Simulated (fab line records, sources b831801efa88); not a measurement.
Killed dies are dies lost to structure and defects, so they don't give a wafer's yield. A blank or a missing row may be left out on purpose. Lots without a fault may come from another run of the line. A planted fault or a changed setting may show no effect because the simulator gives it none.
fab line records | flow gf180mcu
record lots=5 wafers=15 last_day=34
route steps=602 shown CONTACT@305 M1@315 V1@335
lots that met no fault: from a run of the same line without faults
start_h: hours from the record's first day to the start of the lot's first wafer shown | wait_h: hours since the lot's step before | " the same as in the row above | L1.1+2: a row that stands for several wafers | - no value, or no start given | * or withheld: withheld | < > ~ a bound
route shown NAME@n: a module of which the file shows steps, and the number in the route of the first | usual: mean/standard deviation of fault-free wafers | same: alike in all rows | chamber/n: place in a boat | sites: the reading at each site | _std_site: their standard deviation | _edge_site: outer sites' mean less inner sites' | radius_mm: how far each site lies from the wafer's centre | mask NAME#n: copy n | behind: the tool/chamber that last shaped the wafer | hold: why the lot was held/for how many hours/how that ended | device: the transistor (n, p or np) that didn't switch | end of line: the same wafers' tests at the end of the route | a step without rows: its recipe alone | killed: dies lost to structure and defects at the first sort, not the wafer's yield | map: a wafer's dies, x killed, . not, _ none there
set.NAME: the setting as run; set.NAME@STEP: as run at that earlier step | model.NAME: the simulator's own value behind a step, which no gauge read
lots at some steps of the route; a table a step, a row a wafer
services: from which hour (start_h, from the record's first day; less than 0 if before it) a tool's chamber was out of use, for how many hours, and why
## steps
# step GF_CONTACT_STRIP_18
# recipe chemistry=O2/N2 power_w=1400 pressure_mtorr=1500 platen_temp_c=250 o2_flow_sccm=3000 n2_flow_sccm=300 overash_fraction=0.5
# usual drypump_motor_current_A=5.6/0.51 heater_power_w=336/27 oes_product_au=0.579/0.0046
# columns lot.wafer tool chamber start_h wait_h drypump_motor_current_A heater_power_w oes_product_au rf_hours_counter_h
L074.1 plasma_asher-02 0 356.87 - 6.2 350 0.578 25
L074.2 " 1 " " 5.9 329 0.578 25
L074.3 " 0 " " 6.1 361 0.582 -
L079.4 plasma_asher-01 1 410.15 - 5.8 338 0.582 -
L079.5 " 0 " " 4.8 365 0.581 -
L079.6 " 1 " " 5.8 325 0.587 -
L080.4 plasma_asher-01 1 412.05 - 5.8 327 0.577 -
L080.5 " 1 " " 5.8 344 0.585 -
L080.6 " 0 " " 4.9 362 0.590 -
L088.2 plasma_asher-02 1 494.24 - 5.9 322 0.587 40
L088.5 " 0 " " 6.2 365 0.577 -
L088.6 " 1 " " 5.9 324 0.573 -
L097.2 plasma_asher-01 0 557.94 - 4.9 369 0.575 75
L097.3 " 1 " " 5.8 332 0.578 -
L097.6 " 1 " " 5.8 331 0.578 -
# step GF_CONTACT_CLEAN_19
# recipe chemistry=SPM
# columns lot.wafer tool chamber start_h wait_h
L074.1+2+3 wet_bench-03 2 356.97 0.1
L079.4+5+6 wet_bench-03 1 410.22 0.0
L080.4+5+6 wet_bench-03 3 412.12 0.0
L088.2+5+6 wet_bench-04 1 494.34 0.1
L097.2+3+6 wet_bench-03 0 558.04 0.1
# step GF_CONTACT_CLEAN_20
# recipe chemistry=DIW
# columns lot.wafer tool chamber start_h wait_h
L074.1+2+3 wet_bench-04 1 357.06 0.0
L079.4+5+6 wet_bench-04 1 410.31 0.0
L080.4+5+6 wet_bench-01 2 412.21 0.0
L088.2+5+6 wet_bench-01 2 494.43 0.0
L097.2+3+6 wet_bench-04 3 558.14 0.0
# step GF_CONTACT_CLEAN_21
# recipe chemistry=dHF time_s=20 dilution=100:1 dry=ipa_marangoni
# columns lot.wafer tool chamber start_h wait_h
L074.1+2+3 wet_bench-04 3 357.15 0.0
L079.4+5+6 wet_bench-01 3 410.40 0.0
L080.4+5+6 wet_bench-04 1 412.31 0.0
L088.2+5+6 wet_bench-03 0 494.52 0.0
L097.2+3+6 wet_bench-01 3 558.24 0.0
# step GF_CONTACT_SPUTTER_22
# recipe material=Ti target_thk_nm=15 chamber_pressure_pa=5 power_w=2500 substrate_temp_c=200 time_s=80.02
# usual throttle_valve_pct=30.0/0.81
# columns lot.wafer tool chamber start_h wait_h throttle_valve_pct
L074.1 pvd_sputter-03 - 357.17 0.0 29.2
L074.2 " - " " 30.0
L074.3 " - " " 29.3
L079.4 pvd_sputter-03 - 410.42 0.0 29.7
L079.5 " - " " 30.0
L079.6 " - " " 31.5
L080.4 pvd_sputter-02 - 412.33 0.0 29.8
L080.5 " - " " 29.6
L080.6 " - " " 29.5
L088.2 pvd_sputter-04 - 494.53 0.0 29.4
L088.5 " - " " 31.1
L088.6 " - " " 29.6
L097.2 pvd_sputter-02 - 558.26 0.0 29.7
L097.3 " - " " 30.7
L097.6 " - " " 29.5
# step GF_CONTACT_SPUTTER_23
# recipe material=TiN target_thk_nm=10 chamber_pressure_pa=5 power_w=4000 time_s=40
# usual throttle_valve_pct=30.0/0.82
# columns lot.wafer tool chamber start_h wait_h throttle_valve_pct
L074.1 pvd_sputter-03 - 357.23 0.0 29.3
L074.2 " - " " 30.3
L074.3 " - " " 29.4
L079.4 pvd_sputter-03 - 410.48 0.0 29.4
L079.5 " - " " 30.0
L079.6 " - " " 31.7
L080.4 pvd_sputter-02 - 412.39 0.0 29.8
L080.5 " - " " 29.3
L080.6 " - " " 29.8
L088.2 pvd_sputter-04 - 494.60 0.0 29.1
L088.5 " - " " 31.1
L088.6 " - " " 29.8
L097.2 pvd_sputter-02 - 558.32 0.0 29.6
L097.3 " - " " 30.5
L097.6 " - " " 29.5
# step GF_CONTACT_CVD_24
# recipe material=W target_thk_nm=300 time_s=90.339 temp_c=400 pressure_torr=40
# usual heater_power_w=851/86
# columns lot.wafer tool chamber start_h wait_h heater_power_w
L074.1 cvd_w-01 1 357.27 0.0 715
L074.2 " 1 " " 728
L074.3 " 1 " " 720
L079.4 cvd_w-02 0 410.55 0.1 966
L079.5 " 1 " " 822
L079.6 " 0 " " 957
L080.4 cvd_w-01 0 412.46 0.1 872
L080.5 " 1 " " 737
L080.6 " 0 " " 895
L088.2 cvd_w-02 1 494.63 0.0 885
L088.5 " 0 " " 971
L088.6 " 1 " " 875
L097.2 cvd_w-01 0 558.36 0.0 885
L097.3 " 0 " " 882
L097.6 " 0 " " 870
# step GF_CONTACT_RS_MEAS_25
# recipe thk_meas_gauge=four-point-probe reads=W_of_CONTACT_CVD_24+TiN_of_CONTACT_SPUTTER_23+Ti_of_CONTACT_SPUTTER_22
# usual CONTACT_W_RS=0.383/0.0045
# columns lot.wafer tool chamber start_h wait_h CONTACT_W_RS[ohm/sq]
L074.1 film_metro-03 - 357.47 0.2 0.390
L074.2 " - " " 0.385
L074.3 " - " " 0.392
L079.4 film_metro-03 - 410.68 0.1 0.388
L079.5 " - " " 0.383
L079.6 " - " " 0.389
L080.4 film_metro-03 - 412.59 0.1 0.381
L080.5 " - " " 0.387
L080.6 " - " " 0.386
L088.2 film_metro-04 - 494.75 0.1 0.376
L088.5 " - " " 0.380
L088.6 " - " " 0.376
L097.2 film_metro-02 - 558.48 0.1 0.378
L097.3 " - " " 0.375
L097.6 " - " " 0.379
# step GF_CONTACT_THK_MEAS_26
# recipe thk_meas_gauge=xrf reads=W_of_CONTACT_CVD_24
# usual CONTACT_W_THK=303/3.6
# columns lot.wafer tool chamber start_h wait_h CONTACT_W_THK[nm]
L074.1 film_metro-03 - 357.59 0.1 297
L074.2 " - " " 302
L074.3 " - " " 297
L079.4 film_metro-03 - 410.77 0.1 298
L079.5 " - " " 300
L079.6 " - " " 297
L080.4 film_metro-03 - 412.68 0.1 302
L080.5 " - " " 298
L080.6 " - " " 299
L088.2 film_metro-04 - 494.86 0.1 308
L088.5 " - " " 304
L088.6 " - " " 307
L097.2 film_metro-02 - 558.59 0.1 308
L097.3 " - " " 310
L097.6 " - " " 308
# step GF_CONTACT_CMP_27
# recipe stop_on=SiO2 down_force_psi=3.5 platen_rpm=60 t_overpolish_s=15 target_thk_nm=0 pad_velocity_m_s=0.94248
# usual motor_current_A=10.8/0.96 overpolish_run_s=15.001/0.0097 slurry_filter_dp_kPa=13.50/0.13 time_to_endpoint_s=71/3.7
# columns lot.wafer tool chamber start_h wait_h motor_current_A overpolish_run_s slurry_filter_dp_kPa time_to_endpoint_s
L074.3 cmp-01 1 357.65 0.0 10.9 15.005 13.64 63
L074.1 " 2 " " 10.6 14.997 13.35 74
L074.2 " 3 " " 12.7 14.985 13.69 70
L079.4 cmp-02 1 410.80 0.0 12.3 14.992 13.60 65
L079.6 " 1 " " 11.8 15.001 13.56 65
L079.5 " 2 " " 10.0 15.013 13.32 73
L080.4 cmp-02 1 412.86 0.2 11.3 14.984 13.67 68
L080.6 " 2 " " 9.8 15.000 13.38 73
L080.5 " 3 " " 9.9 14.999 13.37 68
L088.2 cmp-01 3 495.10 0.2 12.2 15.011 13.67 74
L088.6 " 0 " " 10.7 15.024 13.51 76
L088.5 " 1 " " 11.8 15.011 13.54 66
L097.2 cmp-01 3 558.74 0.1 12.5 14.997 13.39 70
L097.3 " 0 " " 10.8 15.003 13.65 74
L097.6 " 1 " " 10.8 14.994 13.60 68
# step GF_M1_SPUTTER_00
# recipe material=Ti target_thk_nm=37.5 arriving_ion_energy_ev=80 substrate_temp_c=200 chamber_pressure_pa=2 power_w=4000 time_s=150
# usual throttle_valve_pct=30.4/1.1
# columns lot.wafer tool chamber start_h wait_h throttle_valve_pct
L074.1 pvd_sputter-04 - 357.95 0.2 31.2
L074.2 " - " " 29.4
L074.3 " - " " 30.7
L079.4 pvd_sputter-04 - 411.10 0.2 30.7
L079.5 " - " " 29.4
L079.6 " - " " 30.7
L080.4 pvd_sputter-01 - 413.01 0.1 29.6
L080.5 " - " " 30.3
L080.6 " - " " 29.6
L088.2 pvd_sputter-04 - 495.25 0.1 31.0
L088.5 " - " " 29.4
L088.6 " - " " 30.9
L097.2 pvd_sputter-03 - 558.94 0.1 31.6
L097.3 " - " " 29.7
L097.6 " - " " 29.1
# step GF_M1_SPUTTER_01
# recipe material=TiN target_thk_nm=30 power_w=6500 time_s=25 chamber_pressure_pa=0.4
# usual throttle_valve_pct=30.4/1.1
# columns lot.wafer tool chamber start_h wait_h throttle_valve_pct
L074.1 pvd_sputter-04 - 358.05 0.1 31.1
L074.2 " - " " 29.3
L074.3 " - " " 30.7
L079.4 pvd_sputter-04 - 411.20 0.1 31.0
L079.5 " - " " 29.4
L079.6 " - " " 30.6
L080.4 pvd_sputter-01 - 413.11 0.1 30.0
L080.5 " - " " 30.4
L080.6 " - " " 29.6
L088.2 pvd_sputter-04 - 495.35 0.1 30.9
L088.5 " - " " 29.1
L088.6 " - " " 30.9
L097.2 pvd_sputter-03 - 559.04 0.1 32.0
L097.3 " - " " 29.3
L097.6 " - " " 29.1
# step GF_M1_SPUTTER_02
# recipe material=AlCu target_thk_nm=450 power_w=10600 time_s=23.9 chamber_pressure_pa=0.4
# usual throttle_valve_pct=30.4/1.1
# columns lot.wafer tool chamber start_h wait_h throttle_valve_pct
L074.1 pvd_sputter-04 - 358.08 0.0 31.0
L074.2 " - " " 29.2
L074.3 " - " " 31.0
L079.4 pvd_sputter-04 - 411.23 0.0 31.0
L079.5 " - " " 29.3
L079.6 " - " " 31.0
L080.4 pvd_sputter-01 - 413.14 0.0 29.6
L080.5 " - " " 30.1
L080.6 " - " " 29.4
L088.2 pvd_sputter-04 - 495.38 0.0 30.9
L088.5 " - " " 29.4
L088.6 " - " " 30.7
L097.2 pvd_sputter-03 - 559.07 0.0 31.7
L097.3 " - " " 29.6
L097.6 " - " " 29.5
# step GF_M1_SPUTTER_03
# recipe material=Ti target_thk_nm=10 substrate_temp_c=300 chamber_pressure_pa=0.3 power_w=3000 time_s=6.7
# usual throttle_valve_pct=30.4/1.1
# columns lot.wafer tool chamber start_h wait_h throttle_valve_pct
L074.1 pvd_sputter-04 - 358.11 0.0 31.0
L074.2 " - " " 29.1
L074.3 " - " " 30.7
L079.4 pvd_sputter-04 - 411.26 0.0 30.6
L079.5 " - " " 29.2
L079.6 " - " " 30.8
L080.4 pvd_sputter-01 - 413.17 0.0 29.6
L080.5 " - " " 30.2
L080.6 " - " " 29.6
L088.2 pvd_sputter-04 - 495.41 0.0 31.2
L088.5 " - " " 29.2
L088.6 " - " " 30.6
L097.2 pvd_sputter-03 - 559.10 0.0 31.7
L097.3 " - " " 29.5
L097.6 " - " " 29.2
# step GF_M1_SPUTTER_04
# recipe material=TiN target_thk_nm=50 power_w=6500 time_s=41.7 chamber_pressure_pa=0.4
# usual throttle_valve_pct=30.4/1.1
# columns lot.wafer tool chamber start_h wait_h throttle_valve_pct
L074.1 pvd_sputter-04 - 358.13 0.0 30.8
L074.2 " - " " 29.1
L074.3 " - " " 31.0
L079.4 pvd_sputter-04 - 411.28 0.0 30.9
L079.5 " - " " 29.0
L079.6 " - " " 30.7
L080.4 pvd_sputter-01 - 413.19 0.0 29.4
L080.5 " - " " 30.2
L080.6 " - " " 29.6
L088.2 pvd_sputter-04 - 495.43 0.0 31.1
L088.5 " - " " 29.3
L088.6 " - " " 31.1
L097.2 pvd_sputter-03 - 559.12 0.0 32.0
L097.3 " - " " 29.7
L097.6 " - " " 29.2
# step GF_M1_RS_MEAS_05
# recipe thk_meas_gauge=four-point-probe reads=TiN_of_M1_SPUTTER_04+Ti_of_M1_SPUTTER_03+AlCu_of_M1_SPUTTER_02+TiN_of_M1_SPUTTER_01+Ti_of_M1_SPUTTER_00
# usual M1_ALCU_RS=0.0693/0.00074
# columns lot.wafer tool chamber start_h wait_h M1_ALCU_RS[ohm/sq]
L074.1 film_metro-02 - 358.17 0.0 0.0695
L074.2 " - " " 0.0701
L074.3 " - " " 0.0701
L079.4 film_metro-01 - 411.38 0.1 0.0697
L079.5 " - " " 0.0697
L079.6 " - " " 0.0695
L080.4 film_metro-04 - 413.29 0.1 0.0685
L080.5 " - " " 0.0675
L080.6 " - " " 0.0681
L088.2 film_metro-04 - 495.49 0.0 0.0690
L088.5 " - " " 0.0697
L088.6 " - " " 0.0699
L097.2 film_metro-02 - 559.18 0.0 0.0687
L097.3 " - " " 0.0682
L097.6 " - " " 0.0674
# step GF_M1_THK_MEAS_06
# recipe thk_meas_gauge=xrf reads=AlCu_of_M1_SPUTTER_02
# usual M1_ALCU_THK=458/5.3
# columns lot.wafer tool chamber start_h wait_h M1_ALCU_THK[nm]
L074.1 film_metro-02 - 358.29 0.1 459
L074.2 " - " " 456
L074.3 " - " " 453
L079.4 film_metro-01 - 411.47 0.1 455
L079.5 " - " " 453
L079.6 " - " " 456
L080.4 film_metro-04 - 413.38 0.1 464
L080.5 " - " " 467
L080.6 " - " " 466
L088.2 film_metro-04 - 495.60 0.1 459
L088.5 " - " " 456
L088.6 " - " " 453
L097.2 film_metro-02 - 559.29 0.1 464
L097.3 " - " " 467
L097.6 " - " " 473
# step GF_M1_DEHYDRATE_07
# recipe temp_c=200 time_s=60
# usual heater_power_total_W=160.38/0.12
# columns lot.wafer tool chamber start_h wait_h heater_power_total_W
L074.1 litho_track-04 0 368.28 10.0 160.25
L074.2 " 0 " " 160.51
L074.3 " 0 " " 160.38
L079.4 litho_track-02 0 422.78 11.3 160.26
L079.5 " 0 " " 160.53
L079.6 " 0 " " 160.26
L080.4 litho_track-01 0 424.82 11.4 160.33
L080.5 " 0 " " 160.39
L080.6 " 0 " " 160.36
L088.2 litho_track-01 0 507.17 11.6 160.60
L088.5 " 0 " " 160.37
L088.6 " 0 " " 160.21
L097.2 litho_track-04 0 569.01 9.7 160.50
L097.3 " 0 " " 160.31
L097.6 " 0 " " 160.57
# step GF_M1_HMDS_08
# recipe prime_time_s=60 prime_temp_c=120
# columns lot.wafer tool chamber start_h wait_h
L074.1+2+3 litho_track-04 0 368.43 0.1
L079.4+5+6 litho_track-02 0 422.93 0.1
L080.4+5+6 litho_track-01 0 424.97 0.1
L088.2+5+6 litho_track-01 0 507.32 0.1
L097.2+3+6 litho_track-04 0 569.16 0.1
# step GF_M1_COAT_09
# recipe resist=KrF spin_rpm=withheld resist_thk_nm=1000
# usual dispense_pressure_kPa=50/3.7
# columns lot.wafer tool chamber start_h wait_h dispense_pressure_kPa
L074.1 litho_track-04 0 368.58 0.1 52
L074.2 " 0 " " 52
L074.3 " 0 " " 52
L079.4 litho_track-02 0 423.08 0.1 46
L079.5 " 0 " " 46
L079.6 " 0 " " 46
L080.4 litho_track-01 0 425.12 0.1 54
L080.5 " 0 " " 54
L080.6 " 0 " " 54
L088.2 litho_track-01 0 507.47 0.1 54
L088.5 " 0 " " 54
L088.6 " 0 " " 54
L097.2 litho_track-04 0 569.31 0.1 52
L097.3 " 0 " " 52
L097.6 " 0 " " 52
# step GF_M1_SOFTBAKE_10
# recipe temp_c=130 time_s=60 resist=KrF
# usual heater_power_total_W=93.04/0.061
# columns lot.wafer tool chamber start_h wait_h heater_power_total_W
L074.1 litho_track-04 0 368.73 0.1 92.98
L074.2 " 0 " " 93.01
L074.3 " 0 " " 92.97
L079.4 litho_track-02 0 423.23 0.1 93.04
L079.5 " 0 " " 93.07
L079.6 " 0 " " 93.10
L080.4 litho_track-01 0 425.27 0.1 93.04
L080.5 " 0 " " 93.07
L080.6 " 0 " " 92.91
L088.2 litho_track-01 0 507.62 0.1 92.94
L088.5 " 0 " " 93.11
L088.6 " 0 " " 93.08
L097.2 litho_track-04 0 569.46 0.1 93.05
L097.3 " 0 " " 93.08
L097.6 " 0 " " 93.04
# step GF_M1_EXPOSE_11
# recipe mask_id=Metal1 target_cd_nm=230 na=0.68 source_shape=conventional sigma_outer=0.6 dose_mj=28
# same na=0.68
# columns lot.wafer tool chamber start_h wait_h mask
L074.1+2+3 krf_scanner-02 0 - - Metal1#0
L079.4+5+6 krf_scanner-02 0 - - Metal1#0
L080.4+5+6 krf_scanner-01 0 - - Metal1#0
L088.2+5+6 krf_scanner-02 0 - - Metal1#0
L097.2+3+6 krf_scanner-01 0 - - Metal1#0
# step GF_M1_PEB_12
# recipe peb_temp_c=135 peb_time_s=90 resist=KrF
# usual heater_power_total_W=85.70/0.087
# columns lot.wafer tool chamber start_h wait_h heater_power_total_W
L074.1 litho_track-01 0 - - 85.62
L074.2 " 0 " " 85.69
L074.3 " 0 " " 85.75
L079.4 litho_track-01 0 - - 85.75
L079.5 " 0 " " 85.55
L079.6 " 0 " " 85.79
L080.4 litho_track-02 0 - - 85.75
L080.5 " 0 " " 85.84
L080.6 " 0 " " 85.62
L088.2 litho_track-04 0 - - 85.59
L088.5 " 0 " " 85.79
L088.6 " 0 " " 85.61
L097.2 litho_track-02 0 - - 85.78
L097.3 " 0 " " 85.77
L097.6 " 0 " " 85.73
# step GF_M1_DEVELOP_13
# recipe develop_time_s=60 dev_temp_c=21
# columns lot.wafer tool chamber start_h wait_h
L074.1+2+3 litho_track-01 0 380.29 0.2
L079.4+5+6 litho_track-01 0 435.67 0.1
L080.4+5+6 litho_track-02 0 436.98 0.1
L088.2+5+6 litho_track-04 0 518.56 0.2
L097.2+3+6 litho_track-02 0 580.82 0.2
# step GF_M1_CD_MEAS_14
# recipe target_cd_nm=230
# usual cd_nm=230.3/1.2
# columns lot.wafer tool chamber start_h wait_h cd_nm
L074.1 cd_sem-01 - 380.44 0.1 230.7
L074.2 " - " " 228.9
L074.3 " - " " 230.8
L079.4 cd_sem-02 - 435.80 0.1 227.9
L079.5 " - " " 229.8
L079.6 " - " " 229.0
L080.4 cd_sem-02 - 437.11 0.1 229.5
L080.5 " - " " 230.0
L080.6 " - " " 229.7
L088.2 cd_sem-02 - 518.70 0.1 231.5
L088.5 " - " " 230.5
L088.6 " - " " 231.0
L097.2 cd_sem-02 - 580.97 0.1 228.9
L097.3 " - " " 230.2
L097.6 " - " " 229.8
# step GF_M1_OVL_MEAS_15
# usual M1_OVL=2/5.6
# columns lot.wafer tool chamber start_h wait_h M1_OVL[nm]
L074.1 overlay-01 - 380.56 0.1 8
L074.2 " - " " -3
L074.3 " - " " 7
L079.4 overlay-01 - 435.88 0.1 -11
L079.5 " - " " -2
L079.6 " - " " -9
L080.4 overlay-02 - 437.19 0.1 15
L080.5 " - " " 13
L080.6 " - " " 18
L088.2 overlay-01 - 518.81 0.1 1
L088.5 " - " " 10
L088.6 " - " " 2
L097.2 overlay-02 - 581.07 0.1 0
L097.3 " - " " 1
L097.6 " - " " -2
# step GF_M1_METAL_ETCH_16
# recipe chemistry=Cl2/BCl3 mask_material=KrF target_depth_nm=627.5 stop_on=SiO2 pressure_mtorr=8 icp_w=800 bias_w=140 Cl2_flow_sccm=80 bcl3_flow_sccm=40 time_s=104.6
# usual bias_w=140.0/0.36 drypump_motor_current_A=6.0/0.38 oes_product_au=0.974/0.0064 throttle_valve_pct=28.247/0.01
# columns lot.wafer tool chamber start_h wait_h bias_w drypump_motor_current_A oes_product_au rf_hours_counter_h throttle_valve_pct
L074.1 rie_metal-02 1 380.60 0.0 140.0 6.2 0.978 7 28.256
L074.2 " 1 " " 140.1 6.2 0.976 - 28.242
L074.3 " 1 " " 139.6 6.2 0.968 - 28.258
L079.4 rie_metal-04 0 435.93 0.0 139.7 6.3 0.979 - 28.260
L079.5 " 1 " " 140.0 5.3 0.976 - 28.251
L079.6 " 0 " " 140.0 6.3 0.979 - 28.259
L080.4 rie_metal-02 0 437.24 0.0 139.8 6.2 0.973 - 28.246
L080.5 " 0 " " 139.6 6.2 0.975 - 28.247
L080.6 " 1 " " 139.2 6.2 0.978 - 28.228
L088.2 rie_metal-02 0 518.84 0.0 140.1 6.2 0.975 3 28.232
L088.5 " 0 " " 140.4 6.2 0.969 - 28.252
L088.6 " 1 " " 140.1 6.2 0.974 - 28.238
L097.2 rie_metal-03 1 581.10 0.0 140.2 5.9 0.971 4 28.246
L097.3 " 0 " " 140.4 5.3 0.978 - 28.238
L097.6 " 1 " " 140.1 5.9 0.980 - 28.231
# step GF_M1_STRIP_17
# recipe chemistry=O2/N2 power_w=1381 pressure_mtorr=1500 platen_temp_c=250 o2_flow_sccm=3000 n2_flow_sccm=300 overash_fraction=0.5
# usual drypump_motor_current_A=5.9/0.53 heater_power_w=325/29 oes_product_au=0.557/0.0049 strip_time_to_endpoint_s=7.94/0.055
# columns lot.wafer tool chamber start_h wait_h drypump_motor_current_A heater_power_w oes_product_au rf_hours_counter_h strip_time_to_endpoint_s
L074.1 plasma_asher-03 1 380.82 0.2 6.2 351 0.563 75 7.92
L074.2 " 0 " " 5.1 285 0.560 75 7.93
L074.3 " 0 " " 5.1 292 0.566 - 7.96
L079.4 plasma_asher-04 0 436.04 0.1 6.7 289 0.559 - 7.93
L079.5 " 0 " " 6.7 292 0.565 - 7.93
L079.6 " 1 " " 5.4 349 0.554 - 7.92
L080.4 plasma_asher-02 1 437.35 0.1 5.8 311 0.557 - 7.95
L080.5 " 1 " " 5.8 329 0.552 - 7.94
L080.6 " 0 " " 6.2 353 0.561 - 7.97
L088.2 plasma_asher-02 1 518.95 0.1 5.9 321 0.558 43 7.88
L088.5 " 1 " " 5.9 318 0.552 - 7.91
L088.6 " 0 " " 6.2 361 0.557 - 7.96
L097.2 plasma_asher-03 0 581.22 0.1 5.1 288 0.557 99 7.95
L097.3 " 0 " " 5.1 283 0.554 - 7.97
L097.6 " 0 " " 5.2 285 0.561 - 7.97
# step GF_M1_STRIP_18
# recipe chemistry=post_etch_residue_remover time_s=1200 temp_c=72.5
# columns lot.wafer tool chamber start_h wait_h
L074.1+2+3 wet_bench-02 1 380.92 0.1
L079.4+5+6 wet_bench-04 3 436.11 0.0
L080.4+5+6 wet_bench-04 2 437.42 0.0
L088.2+5+6 wet_bench-01 1 519.05 0.1
L097.2+3+6 wet_bench-01 2 581.32 0.1
# step GF_M1_CLEAN_19
# recipe chemistry=DIW dry=n2_spin
# columns lot.wafer tool chamber start_h wait_h
L074.1+2+3 wet_bench-01 1 381.67 0.0
L079.4+5+6 wet_bench-01 2 436.45 0.0
L080.4+5+6 wet_bench-02 2 437.76 0.0
L088.2+5+6 wet_bench-04 2 519.39 0.0
L097.2+3+6 wet_bench-04 3 581.66 0.0
# step GF_V1_CVD_00
# recipe material=SiO2 target_thk_nm=600 sigma_open_frac=0.3 temp_c=400 time_s=100 sih4_flow_sccm=60 pressure_mtorr=6
# columns lot.wafer tool chamber start_h wait_h
L074.1+2+3 hdpcvd-01 1,0,2 381.76 0.0
L079.4+5+6 hdpcvd-01 0,2,1 436.58 0.0
L080.4+5+6 hdpcvd-02 2,0,2 437.89 0.0
L088.2+5+6 hdpcvd-01 2,0,2 519.50 0.0
L097.2+3+6 hdpcvd-01 1,0,1 581.75 0.0
# step GF_V1_THK_MEAS_01
# recipe reads=SiO2_of_V1_CVD_00
# usual V1_CVD_00_THK=600/7.4
# columns lot.wafer tool chamber start_h wait_h V1_CVD_00_THK[nm]
L074.1 film_metro-03 - 381.83 0.0 599
L074.2 " - " " 618
L074.3 " - " " 602
L079.4 film_metro-01 - 436.64 0.0 608
L079.5 " - " " 592
L079.6 " - " " 598
L080.4 film_metro-02 - 437.99 0.1 599
L080.5 " - " " 598
L080.6 " - " " 602
L088.2 film_metro-01 - 519.59 0.0 605
L088.5 " - " " 614
L088.6 " - " " 592
L097.2 film_metro-03 - 581.83 0.0 593
L097.3 " - " " 604
L097.6 " - " " 597
# step GF_V1_CVD_02
# recipe material=SiO2 target_thk_nm=850 precursor=TEOS temp_c=400 time_s=94.851 rf_w=600
# usual heater_power_w=676/120
# columns lot.wafer tool chamber start_h wait_h heater_power_w
L074.1 pecvd-03 1 381.89 0.1 728
L074.2 " 0 " " 610
L074.3 " 2 " " 638
L079.4 pecvd-03 1 436.71 0.1 880
L079.5 " 0 " " 627
L079.6 " 2 " " 635
L080.4 pecvd-02 0 438.05 0.1 579
L080.5 " 2 " " 829
L080.6 " 1 " " 610
L088.2 pecvd-02 0 519.64 0.0 560
L088.5 " 0 " " 444
L088.6 " 1 " " 652
L097.2 pecvd-03 2 581.88 0.0 564
L097.3 " 0 " " 644
L097.6 " 0 " " 668
# step GF_V1_THK_MEAS_03
# recipe reads=SiO2_of_V1_CVD_02
# usual V1_CVD_02_THK=845/10
# columns lot.wafer tool chamber start_h wait_h V1_CVD_02_THK[nm]
L074.1 film_metro-02 - 381.96 0.0 838
L074.2 " - " " 839
L074.3 " - " " 847
L079.4 film_metro-03 - 436.77 0.0 845
L079.5 " - " " 852
L079.6 " - " " 845
L080.4 film_metro-01 - 438.12 0.0 848
L080.5 " - " " 857
L080.6 " - " " 849
L088.2 film_metro-01 - 519.72 0.0 827
L088.5 " - " " 846
L088.6 " - " " 864
L097.2 film_metro-02 - 581.96 0.0 850
L097.3 " - " " 848
L097.6 " - " " 843
# step GF_V1_CMP_04
# recipe material=SiO2 down_force_psi=4 platen_rpm=60 pad_velocity_m_s=0.94248
# usual motor_current_A=11.9/1.1 slurry_filter_dp_kPa=13.49/0.14 time_to_endpoint_s=78/5.6
# columns lot.wafer tool chamber start_h wait_h motor_current_A slurry_filter_dp_kPa time_to_endpoint_s
L074.3 cmp-01 1 382.16 0.2 12.1 13.38 74
L074.1 " 2 " " 10.7 13.60 77
L074.2 " 0 " " 11.6 13.68 78
L079.4 cmp-02 1 436.90 0.1 12.7 13.25 73
L079.5 " 3 " " 11.0 13.65 77
L079.6 " 0 " " 13.1 13.32 82
L080.4 cmp-02 3 438.22 0.1 10.4 13.54 73
L080.5 " 3 " " 11.1 13.42 80
L080.6 " 0 " " 12.5 13.59 82
L088.2 cmp-02 3 520.09 0.4 11.0 13.68 67
L088.5 " 1 " " 12.5 13.55 70
L088.6 " 2 " " 10.0 13.66 85
L097.3 cmp-01 0 582.01 0.0 11.4 13.50 83
L097.2 " 3 " " 13.5 13.48 83
L097.6 " 0 " " 11.5 13.46 83
# step GF_V1_BOW_MEAS_05
# recipe mode=bow
# usual V1_BOW=81/8
# columns lot.wafer tool chamber start_h wait_h V1_BOW[um]
L074.1 film_metro-02 - 382.46 0.2 90
L074.2 " - " " 100
L074.3 " - " " 104
L079.4 film_metro-01 - 437.16 0.2 90
L079.5 " - " " 88
L079.6 " - " " 83
L080.4 film_metro-03 - 438.58 0.3 91
L080.5 " - " " 89
L080.6 " - " " 86
L088.2 film_metro-01 - 520.31 0.2 71
L088.5 " - " " 89
L088.6 " - " " 93
L097.2 film_metro-02 - 582.33 0.1 70
L097.3 " - " " 73
L097.6 " - " " 78
# step GF_V1_DEHYDRATE_06
# recipe temp_c=200 time_s=60
# usual heater_power_total_W=160.37/0.12
# columns lot.wafer tool chamber start_h wait_h heater_power_total_W
L074.1 litho_track-01 0 392.59 10.1 160.55
L074.2 " 0 " " 160.27
L074.3 " 0 " " 160.39
L079.4 litho_track-04 0 448.16 11.0 160.21
L079.5 " 0 " " 160.24
L079.6 " 0 " " 160.49
L080.4 litho_track-01 0 450.67 12.1 160.39
L080.5 " 0 " " 160.25
L080.6 " 0 " " 160.44
L088.2 litho_track-01 0 531.01 10.7 160.34
L088.5 " 0 " " 160.39
L088.6 " 0 " " 160.18
L097.2 litho_track-03 0 592.09 9.7 160.49
L097.3 " 0 " " 160.40
L097.6 " 0 " " 160.31
# step GF_V1_HMDS_07
# recipe prime_time_s=58.32 prime_temp_c=120
# columns lot.wafer tool chamber start_h wait_h
L074.1+2+3 litho_track-01 0 392.74 0.1
L079.4+5+6 litho_track-04 0 448.31 0.1
L080.4+5+6 litho_track-01 0 450.82 0.1
L088.2+5+6 litho_track-01 0 531.16 0.1
L097.2+3+6 litho_track-03 0 592.24 0.1
## services
# columns tool chamber start_h hours kind
cmp-01 - 355.78 0.7 repair
cmp-02 - 357.51 1.4 repair
pvd_sputter-01 - 369.04 2.6 repair
cmp-02 - 374.77 2.5 repair
cmp-02 - 377.48 4.8 repair
wet_bench-03 - 390.36 3.3 repair
cmp-02 - 398.29 0.7 repair
pvd_sputter-03 - 399.16 8.1 repair
cmp-01 - 401.86 7.3 pm
cmp-01 - 409.18 4.0 pm
cmp-02 - 411.24 0.7 repair
pvd_sputter-01 - 414.27 3.9 repair
cmp-01 - 420.62 2.1 repair
pvd_sputter-03 - 434.39 8.3 repair
cmp-02 - 436.00 0.7 repair
cmp-01 - 437.73 7.4 repair
pvd_sputter-03 - 439.50 8.5 repair
wet_bench-03 - 460.24 0.8 repair
pvd_sputter-01 - 460.43 3.0 repair
cmp-02 - 463.01 13.7 repair
wet_bench-04 - 468.24 1.8 repair
cmp-02 - 468.51 0.4 repair
cmp-02 - 507.28 9.1 repair
pvd_sputter-04 - 577.63 2.6 repair
## key
fault none
